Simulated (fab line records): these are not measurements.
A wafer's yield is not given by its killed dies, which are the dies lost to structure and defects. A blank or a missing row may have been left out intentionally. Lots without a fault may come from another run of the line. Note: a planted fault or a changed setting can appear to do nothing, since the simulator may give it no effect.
2 desks looking at one fault ; flow sky130 ; every desk sees just its own numbers, and what lay behind them comes last

## TOOL OWNER'S DESK, rie_diel-02
The tool's own readings at SKY_FIELD_ISO_ETCH_15 (etches the open film in CHF3/O2, stops on Si, target depth 180 nm, time 72 s): means of the sampled wafers that have a number, for each lot that ran on this tool. Any lot whose mean is over 4 standard deviations away from the usual mean is out of limits and marked OUT; that distance is given in the brackets.
Columns: A = chamber_pressure_mTorr at SKY_FIELD_ISO_ETCH_15, usual 40.00 mTorr; B = drypump_motor_current_A at SKY_FIELD_ISO_ETCH_15, usual 5.7 A; C = oes_product_au at SKY_FIELD_ISO_ETCH_15, usual 0.949 a.u.; D = throttle_valve_pct at SKY_FIELD_ISO_ETCH_15, usual 8.845 %
lot;first seen here;A;B;C;D
L561;day 2 05:21;40.01;5.8;0.953;8.855
L564;day 2 22:44;39.97;5.8;0.946;8.847
L565;day 3 02:08;40.00;5.8;0.950;8.847
L567;day 3 12:41;40.00;5.5;0.952;8.850
L569;day 3 21:42;39.98;5.7;0.956;8.855
Finding of this desk: none of the 5 lots has anything out of limits.

## THE METROLOGY DESK
What the gauges read, lot by lot, whatever tool the lot ran on: means of the sampled wafers that have a number. Any lot whose mean is over 4 standard deviations away from the usual mean is out of limits and marked OUT; that distance is given in the brackets.
Columns: A = PWDE_OVL at SKY_PWDE_OVL_MEAS_07, usual -0.4 nm; B = NWELL_TW at SKY_NWELL_TW_MEAS_15, usual 1814
lot;first seen here;A;B
L561;day 3 19:53;-0.3;1803
L562;day 4 00:38;0.3;1797
L564;day 4 13:28;1.3;1801
L565;day 4 21:20;-2.6;1829
L567;day 5 07:28;0.7;1824
L569;day 5 16:52;-2.5;1830
L575;day 7 03:04;0.3;1828
L577;day 7 14:01;-2.5;1828
L578;day 7 20:59;1.3;1789
L581;day 8 12:58;-0.7;1823
L583;day 9 00:01;0.2;1789
Finding of this desk: none of the 11 lots has anything out of limits.

## TAKEN TOGETHER
The desk of the tool owner found nothing out of limits.
From the metrology desk's view, nothing was out of limits.

## WHAT HAD BEEN PUT IN BY THE SIMULATOR
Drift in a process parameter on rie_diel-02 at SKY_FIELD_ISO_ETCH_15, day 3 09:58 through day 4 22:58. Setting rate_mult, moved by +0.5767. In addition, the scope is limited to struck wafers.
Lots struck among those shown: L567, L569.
